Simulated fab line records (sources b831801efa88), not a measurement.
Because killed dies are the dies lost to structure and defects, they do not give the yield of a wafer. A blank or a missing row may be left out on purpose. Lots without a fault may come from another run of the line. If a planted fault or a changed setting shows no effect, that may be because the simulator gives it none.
Matching of chambers + flow gf180mcu + pecvd-03 running GF_V5_CVD_02: 3 sister chambers
The step deposits SiO2 from TEOS, target thk 1450 nm, time 163.28 s. 3 wafers are shown with their chamber, then 7 later ones without.

== WAFERS, EACH WITH ITS CHAMBER ==
| wafer  | chamber | heater power w (W) |
|--------|---------|--------------------|
| L772.3 | 0       | 796                |
| L772.6 | 1       | 576                |
| L775.5 | 2       | 402                |

== WAFERS WITH NO CHAMBER GIVEN ==
| wafer  | heater power w (W) |
|--------|--------------------|
| L775.6 | 595                |
| L778.2 | 599                |
| L778.4 | 504                |
| L778.6 | 489                |
| L780.1 | 802                |
| L780.3 | 436                |
| L780.5 | 501                |

== EACH ONE'S CHAMBER ==
| wafer  | from the rows above     | in truth |
|--------|-------------------------|----------|
| L775.6 | 1                       | 1        |
| L778.2 | 1                       | 1        |
| L778.4 | can't be placed: 1 or 2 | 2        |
| L778.6 | can't be placed: 1 or 2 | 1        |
| L780.1 | 0                       | 0        |
| L780.3 | can't be placed: 2 or 1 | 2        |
| L780.5 | can't be placed: 1 or 2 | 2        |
Placed correctly: 3 of 7. These rows do not allow placing 4 (true chamber among the candidates in 4). Wrongly placed: 0.
How it was worked out, from the rows above alone: a wafer's distance from a chamber is the root of the sum, over the readings, of the square of ((its reading less the chamber's mean) divided by the reading's scatter). The wafer belongs to the nearest chamber; if the next one is less than 2 further off, it can't be placed. A chamber's mean is the mean of its shown wafers. The scatter: root of mean squared gap, hidden wafer to nearest shown wafer, with one shown wafer a chamber.
